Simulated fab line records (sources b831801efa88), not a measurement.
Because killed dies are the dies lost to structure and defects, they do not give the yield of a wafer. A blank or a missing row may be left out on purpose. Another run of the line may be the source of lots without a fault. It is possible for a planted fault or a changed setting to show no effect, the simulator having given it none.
Which of the tools did it? + flow gf180mcu + Sampling: 13 lots, 39 wafers, 6 of 602 route steps

WHAT THE GAUGES SHOWED, per wafer
GF_STI_THK_MEAS_04. Usual: for STI_CVD_03_THK the level is 207.3 nm and the standard deviation is 2.3.
| lot  | measured    | on            | STI_CVD_03_THK (nm) | flag |
|------|-------------|---------------|---------------------|------|
| L458 | day 1 13:37 | film_metro-02 | 210.6 212.1 210.9   |      |
| L459 | day 1 18:34 | film_metro-04 | 203.4 203.2 205.3   |      |
| L460 | day 2 01:25 | film_metro-04 | 205.8 206.3 204.8   |      |
| L461 | day 2 05:34 | film_metro-04 | 206.8 205.0 205.8   |      |
| L463 | day 2 14:37 | film_metro-02 | 204.5 203.9 205.0   |      |
| L464 | day 2 20:34 | film_metro-04 | 209.2 210.2 208.3   |      |
| L465 | day 3 01:10 | film_metro-04 | 207.9 207.1 206.4   |      |
| L468 | day 3 15:44 | film_metro-04 | 210.4 210.4 209.6   |      |
| L471 | day 4 06:35 | film_metro-04 | 206.0 207.4 205.9   |      |
| L475 | day 5 03:21 | film_metro-04 | 207.3 209.5 206.7   |      |
| L478 | day 5 19:18 | film_metro-03 | 209.5 211.4 208.7   |      |
| L479 | day 5 22:34 | film_metro-04 | 208.0 208.6 208.5   |      |
| L481 | day 6 08:34 | film_metro-02 | 210.5 210.6 210.8   |      |

GF_STI_THK_MEAS_24. Usual: for STI_CVD_23_THK the level is 647 nm and the standard deviation is 7.2.
| lot  | measured    | on            | STI_CVD_23_THK (nm) | flag |
|------|-------------|---------------|---------------------|------|
| L458 | day 2 03:37 | film_metro-02 | 644 647 664         |      |
| L459 | day 2 09:05 | film_metro-02 | 644 638 648         |      |
| L460 | day 2 15:26 | film_metro-02 | 644 649 642         |      |
| L461 | day 2 20:11 | film_metro-03 | 642 631 644         |      |
| L463 | day 3 05:20 | film_metro-02 | 651 649 655         |      |
| L464 | day 3 11:35 | film_metro-02 | 658 640 642         |      |
| L465 | day 3 16:31 | film_metro-04 | 648 655 659         |      |
| L468 | day 4 06:56 | film_metro-03 | 653 646 643         |      |
| L471 | day 4 21:51 | film_metro-02 | 655 658 648         |      |
| L475 | day 5 19:06 | film_metro-02 | 650 643 653         |      |
| L478 | day 6 12:20 | film_metro-02 | 649 639 639         |      |
| L479 | day 6 15:54 | film_metro-04 | 650 646 643         |      |
| L481 | day 7 02:01 | film_metro-02 | 648 646 655         |      |

GF_HV_LDD_TW_MEAS_11. Usual: for HV_LDD_TW the level is 2406 and the standard deviation is 13.
| lot  | measured     | on            | HV_LDD_TW      | flag |
|------|--------------|---------------|----------------|------|
| L458 | day 10 01:32 | film_metro-02 | 2410 2395 2399 |      |
| L459 | day 10 07:01 | film_metro-01 | 2394 2399 2402 |      |
| L460 | day 10 17:55 | film_metro-01 | 2392 2389 2380 |      |
| L461 | day 10 21:55 | film_metro-01 | 2395 2388 2388 |      |
| L463 | day 11 16:43 | film_metro-03 | 2412 2411 2418 |      |
| L464 | day 11 22:31 | film_metro-01 | 2285 2265 2263 | OFF  |
| L465 | day 12 09:11 | film_metro-03 | 2290 2298 2277 | OFF  |
| L468 | day 13 06:55 | film_metro-01 | 2376 2383 2382 |      |
| L471 | day 14 01:10 | film_metro-03 | 2413 2425 2427 |      |
| L475 | day 15 06:16 | film_metro-02 | 2402 2413 2423 |      |
| L478 | day 16 06:06 | film_metro-02 | 2410 2416 2417 |      |
| L479 | day 16 11:50 | film_metro-02 | 2411 2410 2431 |      |
| L481 | day 17 01:13 | film_metro-02 | 2402 2391 2403 |      |

GF_HV_LDD_RS_MEAS_53: measures by four-point-probe. Usual: for HV_LDD_RS the level is 417.5 ohm/sq and the standard deviation is 0.96.
| lot  | measured     | on            | HV_LDD_RS (ohm/sq) | flag |
|------|--------------|---------------|--------------------|------|
| L458 | day 12 09:41 | film_metro-02 | 418.7 418.4 417.9  |      |
| L459 | day 12 16:05 | film_metro-01 | 417.4 417.9 417.8  |      |
| L460 | day 13 03:25 | film_metro-02 | 417.9 417.1 418.0  |      |
| L461 | day 13 09:22 | film_metro-01 | 418.3 417.7 418.3  |      |
| L463 | day 14 05:13 | film_metro-01 | 418.7 419.4 417.7  |      |
| L464 | day 14 11:57 | film_metro-02 | 453.8 454.8 453.6  | OFF  |
| L465 | day 15 00:04 | film_metro-01 | 454.4 455.1 453.7  | OFF  |
| L468 | day 15 23:50 | film_metro-01 | 418.9 419.0 418.4  |      |
| L471 | day 16 19:41 | film_metro-03 | 416.4 416.9 415.9  |      |
| L475 | day 18 03:16 | film_metro-03 | 416.6 415.3 416.4  |      |
| L478 | day 19 05:12 | film_metro-03 | 416.9 417.0 416.8  |      |
| L479 | day 19 11:31 | film_metro-02 | 417.7 417.3 418.3  |      |
| L481 | day 20 02:53 | film_metro-02 | 418.1 417.6 417.0  |      |

GF_PSD_RS_MEAS_15: measures by four-point-probe. Usual: for PSD_RS the level is 108.4 ohm/sq and the standard deviation is 0.32.
| lot  | measured     | on            | PSD_RS (ohm/sq)   | flag |
|------|--------------|---------------|-------------------|------|
| L458 | day 14 06:48 | film_metro-01 | 108.6 108.6 108.3 |      |
| L459 | day 14 13:08 | film_metro-01 | 108.3 108.5 108.3 |      |
| L460 | day 15 00:05 | film_metro-04 | 108.5 108.6 108.5 |      |
| L461 | day 15 08:42 | film_metro-04 | 107.9 108.3 108.4 |      |
| L463 | day 16 05:01 | film_metro-01 | 108.9 108.8 108.9 |      |
| L464 | day 16 10:23 | film_metro-04 | 108.3 108.4 107.9 |      |
| L465 | day 17 01:44 | film_metro-04 | 108.5 108.3 108.6 |      |
| L468 | day 18 01:16 | film_metro-03 | 108.6 108.3 108.5 |      |
| L471 | day 18 22:36 | film_metro-04 | 108.3 108.4 108.5 |      |
| L475 | day 20 08:47 | film_metro-03 | 108.6 108.5 108.5 |      |
| L478 | day 21 09:38 | film_metro-03 | 109.0 109.1 109.1 |      |
| L479 | day 21 15:10 | film_metro-03 | 108.9 109.0 108.7 |      |
| L481 | day 22 07:13 | film_metro-04 | 108.3 108.4 108.3 |      |

EACH LOT AND THE TOOL THAT RAN IT (in order: tool; ch and the chambers of the sampled wafers; start)
| lot  | GF_HV_LDD_IMPLANT_09            |
|------|---------------------------------|
| L458 | implanter-04 ch 0, day 10 01:19 |
| L459 | implanter-04 ch 0, day 10 06:46 |
| L460 | implanter-02 ch 0, day 10 17:41 |
| L461 | implanter-01 ch 0, day 10 21:41 |
| L463 | implanter-01 ch 0, day 11 16:29 |
| L464 | implanter-01 ch 0, day 11 22:17 |
| L465 | implanter-01 ch 0, day 12 08:57 |
| L468 | implanter-02 ch 0, day 13 06:40 |
| L471 | implanter-04 ch 0, day 14 00:57 |
| L475 | implanter-04 ch 0, day 15 06:02 |
| L478 | implanter-02 ch 0, day 16 05:50 |
| L479 | implanter-04 ch 0, day 16 11:34 |
| L481 | implanter-04 ch 0, day 17 00:58 |
- GF_HV_LDD_IMPLANT_09

AS READ BY THE TOOLS THEMSELVES (means over the sampled wafers that have a number; for cases with no such wafer, the mark the record gives instead)
GF_HV_LDD_IMPLANT_09. Usual: 9.98 s for beam_on_s, sd 0.21.
| lot  | tool         | beam_on_s (s) | flag |
|------|--------------|---------------|------|
| L458 | implanter-04 | 10.11         |      |
| L459 | implanter-04 | 9.90          |      |
| L460 | implanter-02 | 10.25         |      |
| L461 | implanter-01 | 10.13         |      |
| L463 | implanter-01 | 9.86          |      |
| L464 | implanter-01 | 9.91          |      |
| L465 | implanter-01 | 9.83          |      |
| L468 | implanter-02 | 9.86          |      |
| L471 | implanter-04 | 10.06         |      |
| L475 | implanter-04 | 10.25         |      |
| L478 | implanter-02 | 9.89          |      |
| L479 | implanter-04 | 9.97          |      |
| L481 | implanter-04 | 9.81          |      |

THE ANSWER, worked out from the rows above alone
Rule: a lot is off if the mean of its wafers that have a number lies more than 3 standard deviations from the usual mean. Also off: a lot with no number at a reading for which 4 or more lots have one. Where the step has rows for the other lots, those lots are counted as sound. The gauges are gone through in route order, then the tools' own readings, and for those a lot's mean is taken as printed above. The first step at which some lot is off is used, and at that step the reading that is off furthest; a lot without a number counts as furthest.
Off: L464, L465, seen at GF_HV_LDD_TW_MEAS_11 (HV_LDD_TW).
A tool fits if, at a process step before that reading, it ran every lot that is off, and no sound lot after the first of them. Those tools and the gauges at GF_HV_LDD_TW_MEAS_11 are tried in the same way. One fits: implanter-01 at GF_HV_LDD_IMPLANT_09. Its last sound lot is L463 (day 11 16:29), its first lot that is off L464 (day 11 22:17): a fault that began between those two fits.

WHAT THE SIMULATOR HAD INSERTED
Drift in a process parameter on implanter-01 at GF_HV_LDD_IMPLANT_09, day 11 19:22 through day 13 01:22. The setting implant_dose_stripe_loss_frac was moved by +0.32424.
Struck lots among those shown: L464, L465. The same result came from the rule above.
